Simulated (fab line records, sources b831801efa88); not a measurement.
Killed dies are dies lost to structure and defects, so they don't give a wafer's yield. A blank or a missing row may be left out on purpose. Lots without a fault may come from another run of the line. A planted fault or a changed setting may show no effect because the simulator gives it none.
Which tool did it? | flow sky130 | 15 lots, 45 wafers sampled, at 6 steps of a route of 708

WHAT THE GAUGES READ, wafer by wafer
SKY_PWDE_TW_MEAS_10. Usual: PWDE_TW 373.2, standard deviation 2.
lot  | measured    | on            | PWDE_TW              | flag
L692 | day 4 05:52 | film_metro-03 | 372.0 374.8 375.4    |
L693 | day 4 12:28 | film_metro-02 | 370.1 369.0 368.5    |
L695 | day 4 22:13 | film_metro-01 | 375.2 376.9 375.5    |
L696 | day 5 01:47 | film_metro-01 | 1135.2 1138.2 1130.1 | OFF
L697 | day 5 07:22 | film_metro-03 | 1117.0 1113.5 1112.3 | OFF
L698 | day 5 16:52 | film_metro-03 | 1122.7 1119.5 1124.0 | OFF
L700 | day 6 13:52 | film_metro-02 | 371.6 372.1 371.8    |
L703 | day 6 20:58 | film_metro-01 | 370.6 372.6 374.9    |
L706 | day 7 15:02 | film_metro-03 | 373.3 375.3 373.5    |
L707 | day 7 18:14 | film_metro-02 | 370.5 371.4 370.4    |
L710 | day 8 15:31 | film_metro-03 | 372.9 372.2 371.2    |
L711 | day 8 18:51 | film_metro-03 | 372.7 372.8 374.6    |
L712 | day 8 21:22 | film_metro-03 | 371.1 374.1 371.9    |
L713 | day 9 03:44 | film_metro-03 | 372.8 373.5 373.7    |
L714 | day 9 13:32 | film_metro-02 | 372.3 371.2 369.4    |

SKY_NWELL_TW_MEAS_15. Usual: NWELL_TW 1819, standard deviation 10.
lot  | measured     | on            | NWELL_TW       | flag
L692 | day 4 23:17  | film_metro-02 | 1807 1793 1809 |
L693 | day 5 05:59  | film_metro-03 | 1825 1823 1825 |
L695 | day 5 16:17  | film_metro-03 | 1824 1819 1815 |
L696 | day 5 20:23  | film_metro-03 | 1938 1945 1938 | OFF
L697 | day 6 02:16  | film_metro-02 | 1941 1940 1926 | OFF
L698 | day 6 12:41  | film_metro-02 | 1928 1929 1923 | OFF
L700 | day 7 09:59  | film_metro-01 | 1826 1831 1824 |
L703 | day 7 17:38  | film_metro-03 | 1824 1824 1824 |
L706 | day 8 11:26  | film_metro-01 | 1826 1834 1831 |
L707 | day 8 14:52  | film_metro-03 | 1812 1817 1809 |
L710 | day 9 13:13  | film_metro-01 | 1827 1819 1831 |
L711 | day 9 17:09  | film_metro-02 | 1807 1804 1802 |
L712 | day 9 19:52  | film_metro-01 | 1823 1824 1825 |
L713 | day 10 02:28 | film_metro-03 | 1834 1824 1821 |
L714 | day 10 12:20 | film_metro-01 | 1822 1812 1823 |

SKY_NWELL_TW_MEAS_26. Usual: NWELL_2_TW 496.1, standard deviation 2.3.
lot  | measured     | on            | NWELL_2_TW           | flag
L692 | day 5 17:13  | film_metro-02 | 496.4 496.8 495.9    |
L693 | day 6 00:08  | film_metro-03 | 494.2 497.9 493.9    |
L695 | day 6 11:26  | film_metro-02 | 491.7 494.5 492.8    |
L696 | day 6 15:20  | film_metro-01 | 1147.1 1139.9 1142.3 | OFF
L697 | day 6 21:14  | film_metro-02 | 1121.8 1128.6 1135.4 | OFF
L698 | day 7 08:41  | film_metro-01 | 1153.5 1148.0 1149.5 | OFF
L700 | day 8 06:49  | film_metro-01 | 499.5 498.9 499.3    |
L703 | day 8 13:23  | film_metro-01 | 494.8 497.3 497.5    |
L706 | day 9 09:26  | film_metro-01 | 500.1 500.1 496.5    |
L707 | day 9 12:34  | film_metro-03 | 495.6 493.4 492.7    |
L710 | day 10 11:25 | film_metro-01 | 496.6 496.4 495.2    |
L711 | day 10 15:20 | film_metro-02 | 496.8 495.2 496.4    |
L712 | day 10 18:41 | film_metro-03 | 498.1 498.2 495.4    |
L713 | day 11 01:31 | film_metro-01 | 491.6 494.1 491.5    |
L714 | day 11 11:53 | film_metro-01 | 496.6 491.9 493.7    |

SKY_POLY_GATE_CD_MEAS_13: target cd 150 nm. Usual: cd_nm 149.5 nm, standard deviation 1.1.
lot  | measured     | on        | cd_nm (nm)        | flag
L692 | day 17 00:57 | cd_sem-02 | 150.6 150.8 150.4 |
L693 | day 17 08:22 | cd_sem-01 | 150.8 151.3 150.1 |
L695 | day 18 03:04 | cd_sem-01 | 148.4 148.3 148.5 |
L696 | day 18 15:16 | cd_sem-02 | 149.3 149.4 149.8 |
L697 | day 19 05:38 | cd_sem-01 | 149.5 149.1 150.5 |
L698 | day 19 15:00 | cd_sem-01 | 150.7 151.5 151.7 |
L700 | day 20 21:12 | cd_sem-02 | 150.1 150.2 150.3 |
L703 | day 21 05:59 | cd_sem-02 | 150.5 149.3 150.5 |
L706 | day 22 11:03 | cd_sem-02 | 150.6 149.9 150.6 |
L707 | day 22 12:22 | cd_sem-01 | 149.2 148.4 149.6 |
L710 | day 23 15:27 | cd_sem-01 | 150.5 150.1 149.9 |
L711 | day 24 16:50 | cd_sem-01 | 149.7 150.1 150.3 |
L712 | day 24 15:08 | cd_sem-02 | 148.3 147.3 148.2 |
L713 | day 24 18:00 | cd_sem-02 | 148.3 149.0 150.5 |
L714 | day 24 23:27 | cd_sem-02 | 150.0 149.0 149.4 |

WHICH TOOL RAN EACH LOT (tool, then ch and the chambers of the sampled wafers, then the start)
lot  | SKY_DNWELL_COAT_02               | SKY_SONOS_ONO_ETCH_15
L692 | litho_track-04 ch 0, day 3 03:37 | rie_diel-02 ch 0,2,3, day 13 05:53
L693 | litho_track-02 ch 0, day 3 10:18 | rie_diel-04 ch 1,3, day 13 14:14
L695 | litho_track-04 ch 0, day 3 20:12 | rie_diel-02 ch 1,2,3, day 14 05:03
L696 | litho_track-01, day 3 23:32      | rie_diel-02 ch 1,2,3, day 14 13:54
L697 | litho_track-04, day 4 04:55      | rie_diel-04 ch 0,2,3, day 14 19:09
L698 | litho_track-04, day 4 14:01      | rie_diel-02 ch 0,1,2, day 15 14:57
L700 | litho_track-01 ch 0, day 5 08:26 | rie_diel-04 ch 0,3, day 16 17:15
L703 | litho_track-01 ch 0, day 5 15:59 | rie_diel-01 ch 0,2,3, day 17 00:23
L706 | litho_track-04 ch 0, day 6 09:49 | rie_diel-02 ch 0,2,3, day 18 03:20
L707 | litho_track-02 ch 0, day 6 12:05 | rie_diel-02 ch 1,2,3, day 18 07:39
L710 | litho_track-02 ch 0, day 7 08:32 | rie_diel-02 ch 1,2,3, day 19 11:56
L711 | litho_track-04 ch 0, day 7 11:01 | rie_diel-01 ch 2,3, day 20 11:14
L712 | litho_track-01 ch 0, day 7 13:44 | rie_diel-01 ch 0,1, day 20 11:32
L713 | litho_track-01 ch 0, day 7 19:34 | rie_diel-02 ch 0,1,2, day 20 11:29
L714 | litho_track-02 ch 0, day 8 05:00 | rie_diel-04 ch 0,1,2, day 20 20:45
- SKY_DNWELL_COAT_02: resist thk 3000 nm.
- SKY_SONOS_ONO_ETCH_15: etches the open film in CHF3/O2, target depth 19.52 nm, time 7.8 s.

WHAT THE TOOLS THEMSELVES READ (means of the sampled wafers that have a number; where no wafer has one, the mark that the record gives instead)
SKY_DNWELL_COAT_02. Usual: chill_plate_temp_C 22.98 C, standard deviation 0.11; dispense_pressure_kPa 46 kPa, standard deviation 3.5.
lot  | tool           | chill_plate_temp_C (C) | dispense_pressure_kPa (kPa) | flag
L692 | litho_track-04 | 22.92                  | 46                          |
L693 | litho_track-02 | 23.00                  | 42                          |
L695 | litho_track-04 | 23.09                  | 46                          |
L696 | litho_track-01 | -                      | -                           | OFF
L697 | litho_track-04 | -                      | -                           | OFF
L698 | litho_track-04 | -                      | -                           | OFF
L700 | litho_track-01 | 22.99                  | 51                          |
L703 | litho_track-01 | 22.96                  | 51                          |
L706 | litho_track-04 | 22.88                  | 46                          |
L707 | litho_track-02 | 22.89                  | 43                          |
L710 | litho_track-02 | 23.03                  | 43                          |
L711 | litho_track-04 | 22.98                  | 46                          |
L712 | litho_track-01 | 22.88                  | 51                          |
L713 | litho_track-01 | 23.14                  | 51                          |
L714 | litho_track-02 | 23.02                  | 43                          |

SKY_SONOS_ONO_ETCH_15. Usual: bias_w 200.1 W, standard deviation 0.59; drypump_motor_current_A 5.6 A, standard deviation 0.42; oes_product_au 1.002 a.u., standard deviation 0.014; throttle_valve_pct 8.826 %, standard deviation 0.01.
lot  | tool        | bias_w (W) | drypump_motor_current_A (A) | oes_product_au (a.u.) | throttle_valve_pct (%) | flag
L692 | rie_diel-02 | 200.1      | 5.2                         | 1.017                 | 8.824                  |
L693 | rie_diel-04 | 200.2      | 5.9                         | 1.013                 | 8.834                  |
L695 | rie_diel-02 | 199.7      | 5.5                         | 1.003                 | 8.831                  |
L696 | rie_diel-02 | 199.6      | 5.5                         | 0.998                 | 8.827                  |
L697 | rie_diel-04 | 200.1      | 5.5                         | 0.995                 | 8.830                  |
L698 | rie_diel-02 | 199.8      | 5.4                         | 1.001                 | 8.824                  |
L700 | rie_diel-04 | 200.0      | 5.5                         | 1.004                 | 8.829                  |
L703 | rie_diel-01 | 200.0      | 5.7                         | 0.990                 | 8.821                  |
L706 | rie_diel-02 | 200.4      | 5.2                         | 0.999                 | 8.822                  |
L707 | rie_diel-02 | 199.7      | 5.5                         | 1.003                 | 8.835                  |
L710 | rie_diel-02 | 200.2      | 5.5                         | 1.001                 | 8.820                  |
L711 | rie_diel-01 | 200.0      | 5.5                         | 0.993                 | 8.824                  |
L712 | rie_diel-01 | 200.5      | 6.1                         | 1.005                 | 8.830                  |
L713 | rie_diel-02 | 200.5      | 5.4                         | 1.005                 | 8.828                  |
L714 | rie_diel-04 | 199.9      | 5.7                         | 1.008                 | 8.827                  |

THE ANSWER, worked out from the rows above alone
Rule: a lot is off if the mean of its wafers that have a number lies more than 3 standard deviations from the usual mean. A lot without any number at a reading at which 4 lots or more have one is off too. The other lots that the step has rows for count as sound. The gauges are gone through in route order, then the tools' own readings, and for those a lot's mean is taken as printed above. The first step at which some lot is off is used, and at that step the reading that is off furthest; a lot without a number counts as furthest.
Off: L696, L697, L698, at SKY_PWDE_TW_MEAS_10 (PWDE_TW).
A tool fits if, at a process step before that reading, it ran every lot that is off, and no sound lot after the first of them. The gauges at SKY_PWDE_TW_MEAS_10 aren't tried: what is off there is off at SKY_DNWELL_COAT_02 too, on other tools, and a gauge's error can't cause that. None of those tried fits.

WHAT THE SIMULATOR HAD PUT IN
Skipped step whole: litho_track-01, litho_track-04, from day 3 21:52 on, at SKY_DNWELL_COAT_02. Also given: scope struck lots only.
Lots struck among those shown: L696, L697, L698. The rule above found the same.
